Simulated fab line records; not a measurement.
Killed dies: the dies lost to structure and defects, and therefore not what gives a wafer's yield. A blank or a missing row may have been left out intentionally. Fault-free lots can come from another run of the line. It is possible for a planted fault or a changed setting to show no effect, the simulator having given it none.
What tool caused it? / flow gf180mcu / 11 lots, 33 wafers sampled, at 4 steps of a route of 602

## WHAT THE GAUGES SHOWED, per wafer
GF_CONTACT_RS_MEAS_25: measures by four-point-probe.
lot=L331; measured=day 15 22:49; on=film_metro-02; CONTACT_W_RS (ohm/sq)=0.374 0.379 0.382
lot=L333; measured=day 16 13:33; on=film_metro-04; CONTACT_W_RS (ohm/sq)=0.379 0.380 0.257 0.378 0.380 0.257
lot=L334; measured=day 17 01:04; on=film_metro-04; CONTACT_W_RS (ohm/sq)=0.380 0.385 0.258 0.380 0.386 0.257
lot=L337; measured=day 18 05:53; on=film_metro-02; CONTACT_W_RS (ohm/sq)=0.383 0.378 0.378
lot=L345; measured=day 21 11:50; on=film_metro-02; CONTACT_W_RS (ohm/sq)=0.379 0.383 0.370
lot=L346; measured=day 21 22:50; on=film_metro-04; CONTACT_W_RS (ohm/sq)=0.376 0.376 0.372
lot=L347; measured=day 22 05:56; on=film_metro-02; CONTACT_W_RS (ohm/sq)=0.373 0.376 0.376
lot=L348; measured=day 22 10:24; on=film_metro-02; CONTACT_W_RS (ohm/sq)=0.377 0.381 0.377
lot=L349; measured=day 22 20:47; on=film_metro-04; CONTACT_W_RS (ohm/sq)=0.378 0.384 0.387
lot=L351; measured=day 23 12:32; on=film_metro-04; CONTACT_W_RS (ohm/sq)=0.386 0.387 0.382
lot=L354; measured=day 24 11:56; on=film_metro-04; CONTACT_W_RS (ohm/sq)=0.383 0.379 0.378

GF_CONTACT_THK_MEAS_26: measures by xrf.
lot=L331; measured=day 15 22:56; on=film_metro-02; CONTACT_W_THK (nm)=311 306 302
lot=L333; measured=day 16 18:41; on=film_metro-04; CONTACT_W_THK (nm)=310 306 453 308 307 454
lot=L334; measured=day 17 03:05; on=film_metro-04; CONTACT_W_THK (nm)=311 304 457 312 305 458
lot=L337; measured=day 18 05:59; on=film_metro-02; CONTACT_W_THK (nm)=302 306 307
lot=L345; measured=day 21 11:57; on=film_metro-02; CONTACT_W_THK (nm)=308 303 316
lot=L346; measured=day 21 22:58; on=film_metro-04; CONTACT_W_THK (nm)=310 311 315
lot=L347; measured=day 22 06:03; on=film_metro-02; CONTACT_W_THK (nm)=311 311 310
lot=L348; measured=day 22 10:30; on=film_metro-02; CONTACT_W_THK (nm)=308 306 310
lot=L349; measured=day 22 20:54; on=film_metro-04; CONTACT_W_THK (nm)=310 303 303
lot=L351; measured=day 23 12:39; on=film_metro-04; CONTACT_W_THK (nm)=300 300 304
lot=L354; measured=day 24 12:03; on=film_metro-04; CONTACT_W_THK (nm)=308 312 311

## TOOL THAT RAN EACH LOT (tool first, then ch and the chambers of the sampled wafers, then the start)
lot=L331; GF_SALICIDE_RTA_08=rtp_anneal-01 ch 0, day 15 00:31; GF_CONTACT_CVD_24=cvd_w-01 ch 0,1, day 15 22:43
lot=L333; GF_SALICIDE_RTA_08=rtp_anneal-02 ch 0, day 15 15:15; GF_CONTACT_CVD_24=cvd_w-01 ch 0,1, day 16 13:26
lot=L334; GF_SALICIDE_RTA_08=rtp_anneal-01 ch 0, day 16 01:41; GF_CONTACT_CVD_24=cvd_w-01 ch 0,1, day 17 00:58
lot=L337; GF_SALICIDE_RTA_08=rtp_anneal-01 ch 0, day 17 05:11; GF_CONTACT_CVD_24=cvd_w-02 ch 0,1, day 18 05:45
lot=L345; GF_SALICIDE_RTA_08=rtp_anneal-01 ch 0, day 20 10:10; GF_CONTACT_CVD_24=cvd_w-01 ch 0,1, day 21 11:44
lot=L346; GF_SALICIDE_RTA_08=rtp_anneal-01 ch 0, day 20 21:20; GF_CONTACT_CVD_24=cvd_w-01 ch 1, day 21 22:44
lot=L347; GF_SALICIDE_RTA_08=rtp_anneal-02 ch 0, day 21 05:11; GF_CONTACT_CVD_24=cvd_w-01 ch 0,1, day 22 05:50
lot=L348; GF_SALICIDE_RTA_08=rtp_anneal-01 ch 0, day 21 09:13; GF_CONTACT_CVD_24=cvd_w-02 ch 0,1, day 22 10:18
lot=L349; GF_SALICIDE_RTA_08=rtp_anneal-01 ch 0, day 21 19:53; GF_CONTACT_CVD_24=cvd_w-01 ch 0,1, day 22 20:40
lot=L351; GF_SALICIDE_RTA_08=rtp_anneal-01 ch 0, day 22 12:19; GF_CONTACT_CVD_24=cvd_w-01 ch 0,1, day 23 12:26
lot=L354; GF_SALICIDE_RTA_08=rtp_anneal-02 ch 0, day 23 12:14; GF_CONTACT_CVD_24=cvd_w-02 ch 0,1, day 24 11:50
- GF_SALICIDE_RTA_08: time 30 s.
- GF_CONTACT_CVD_24: deposits W, target thk 300 nm, time 90.339 s.

## WHAT THE TOOLS THEMSELVES READ (means of the sampled wafers that have a number; where no wafer has one, the mark that the record gives instead)
GF_SALICIDE_RTA_08.
lot=L331; tool=rtp_anneal-01; lamp_power_pct (%)=19.54; wafer_temp_C_max=806.0
lot=L333; tool=rtp_anneal-02; lamp_power_pct (%)=18.99; wafer_temp_C_max=803.0
lot=L334; tool=rtp_anneal-01; lamp_power_pct (%)=19.56; wafer_temp_C_max=805.3
lot=L337; tool=rtp_anneal-01; lamp_power_pct (%)=19.57; wafer_temp_C_max=805.6
lot=L345; tool=rtp_anneal-01; lamp_power_pct (%)=19.55; wafer_temp_C_max=805.7
lot=L346; tool=rtp_anneal-01; lamp_power_pct (%)=19.55; wafer_temp_C_max=805.8
lot=L347; tool=rtp_anneal-02; lamp_power_pct (%)=18.98; wafer_temp_C_max=802.9
lot=L348; tool=rtp_anneal-01; lamp_power_pct (%)=19.57; wafer_temp_C_max=806.1
lot=L349; tool=rtp_anneal-01; lamp_power_pct (%)=19.56; wafer_temp_C_max=806.0
lot=L351; tool=rtp_anneal-01; lamp_power_pct (%)=19.58; wafer_temp_C_max=805.5
lot=L354; tool=rtp_anneal-02; lamp_power_pct (%)=18.97; wafer_temp_C_max=803.1

GF_CONTACT_CVD_24.
lot=L331; tool=cvd_w-01; chamber_pressure_Torr (Torr)=39.95; heater_power_w (W)=1007
lot=L333; tool=cvd_w-01; chamber_pressure_Torr (Torr)=39.96; heater_power_w (W)=928
lot=L334; tool=cvd_w-01; chamber_pressure_Torr (Torr)=39.92; heater_power_w (W)=931
lot=L337; tool=cvd_w-02; chamber_pressure_Torr (Torr)=40.00; heater_power_w (W)=871
lot=L345; tool=cvd_w-01; chamber_pressure_Torr (Torr)=40.03; heater_power_w (W)=909
lot=L346; tool=cvd_w-01; chamber_pressure_Torr (Torr)=39.98; heater_power_w (W)=1007
lot=L347; tool=cvd_w-01; chamber_pressure_Torr (Torr)=39.91; heater_power_w (W)=924
lot=L348; tool=cvd_w-02; chamber_pressure_Torr (Torr)=40.03; heater_power_w (W)=875
lot=L349; tool=cvd_w-01; chamber_pressure_Torr (Torr)=40.06; heater_power_w (W)=920
lot=L351; tool=cvd_w-01; chamber_pressure_Torr (Torr)=40.01; heater_power_w (W)=909
lot=L354; tool=cvd_w-02; chamber_pressure_Torr (Torr)=40.01; heater_power_w (W)=885

## THE ANSWER, worked out from the rows above alone
Rule: the lots themselves supply what counts as usual. The widest of any qualifying gaps counts: lots, ordered by their means at a reading, are off when they make up no more than a third of the lots, leave a main group of 4 or more, and stand apart from it by 3 or more times the standard deviation of that group's means. Not used: any main group whose means are identical at the precision the tables above print for the reading. A lot without any number at a reading at which 4 lots or more have one is off too. Any other lot the step has rows for is counted as sound. The gauges are gone through in route order, then the tools' own readings, and for those a lot's mean is taken as printed above. The first step at which some lot is off is used, and at that step the reading that is off furthest; a lot without a number counts as furthest.
Off: L333, L334, at GF_CONTACT_RS_MEAS_25 (CONTACT_W_RS). Main group: mean 0.379 ohm/sq, sd 0.0032.
If a tool, at a process step before that reading, ran all the lots that are off and no sound lot after the first of them, it fits. Those tools and the gauges at GF_CONTACT_RS_MEAS_25 are tried in the same way. Of those tried, none fits.

## WHAT THE SIMULATOR PUT IN
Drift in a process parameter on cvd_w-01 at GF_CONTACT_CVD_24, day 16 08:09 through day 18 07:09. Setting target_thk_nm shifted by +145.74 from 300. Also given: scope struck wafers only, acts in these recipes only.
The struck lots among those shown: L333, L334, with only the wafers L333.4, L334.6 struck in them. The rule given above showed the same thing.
